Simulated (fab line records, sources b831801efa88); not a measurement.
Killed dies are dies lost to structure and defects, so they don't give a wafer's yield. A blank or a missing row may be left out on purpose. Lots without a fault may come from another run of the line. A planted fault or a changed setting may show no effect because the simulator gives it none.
A struck lot beside a sound one | flow gf180mcu | 14 steps out of a route of 602
Sound: wafers L212.1, L212.4, L212.6. Struck: wafers L218.1, L218.5, L218.6. The cause comes at the end.
At each step with rows: each side's tool, then ch and its chambers, then its first start. Under that, the readings that differ: sound wafers | struck wafers | difference of the means | sigmas: that difference in standard deviations of wafers without a fault.
alike: readings whose means differ by less than 2 such deviations, and words and numbers that are the same on both sides. not compared: withheld readings, readings that some wafer has no value for, bounds like >300 that may hide the same value, and numbers for which the record gives no deviation and whose values overlap.
The two part at a step that has a row with sigmas, a row that says differs or no value, or rows on one side only. Numbers that don't overlap but have no deviation are shown without sigmas and don't part them. A reading that every wafer of one side lacks parts them only if that side has two wafers or more.

first, 2 steps without rows for these wafers: GF_MIM_PEB_17; GF_MIM_DEVELOP_18 (develop time 60 s).
GF_MIM_METAL_ETCH_19: etches the open film in Cl2/BCl3, stops on Si3N4, target depth 324.5 nm, time 54.1 s.
  sound on rie_metal-03 ch 0,1, day 26 20:25; struck on rie_metal-02 ch 0,1, day 28 14:58
  alike: drypump_motor_current_A, oes_product_au, throttle_valve_pct
  not compared: rf_hours_counter_h
GF_MIM_STRIP_20: strips in O2/N2.
  sound on plasma_asher-03 ch 0,1, day 26 20:29; struck on plasma_asher-03 ch 0,1, day 28 15:02
  alike: drypump_motor_current_A, heater_power_w, n2_flow_sccm, oes_product_au, platen_temp_c, strip_time_to_endpoint_s
  not compared: rf_hours_counter_h
then, 8 steps without rows for these wafers: GF_MIM_STRIP_21 (strips in post etch residue remover, time 1200 s); GF_MIM_CLEAN_22 (cleans in DIW); GF_M5_DEHYDRATE_00 (time 60 s); GF_M5_HMDS_01 (prime time 60 s); GF_M5_COAT_02 (resist thk 1000 nm); GF_M5_SOFTBAKE_03 (time 60 s); GF_M5_EXPOSE_04 (exposes mask Metal5, target cd 280 nm); GF_M5_PEB_05 (peb time 90 s).
GF_M5_DEVELOP_06: develop time 60 s.
  sound on litho_track-02 ch 0, day 27 15:58; struck on litho_track-02, day 29 10:13
  no value came back on the struck wafers for chill_plate_temp_C (C), develop_time_s (s), exhaust_pa (Pa), resist_line_temp_C (C); on the sound wafers chill_plate_temp_C (C) reads 23.21 23.25 23.07
  reading                             | sound           | struck          | difference | sigmas
  model.KrF_of_M5_COAT_02.thk_nm (nm) | 987.5 987.9 987 | 997.6 1002 1000 | +12.4      |
GF_M5_CD_MEAS_07: target cd 280 nm.
  sound on cd_sem-01, day 27 16:07; struck on cd_sem-02, day 29 10:22
  reading    | sound             | struck | difference                    | sigmas
  cd_nm (nm) | 280.9 281.6 282.4 | - - -  | no value on the struck wafers |

WHERE THEY PART
First at GF_M5_DEVELOP_06; last, within this record, at GF_M5_CD_MEAS_07.

WHY: what the simulator had put in
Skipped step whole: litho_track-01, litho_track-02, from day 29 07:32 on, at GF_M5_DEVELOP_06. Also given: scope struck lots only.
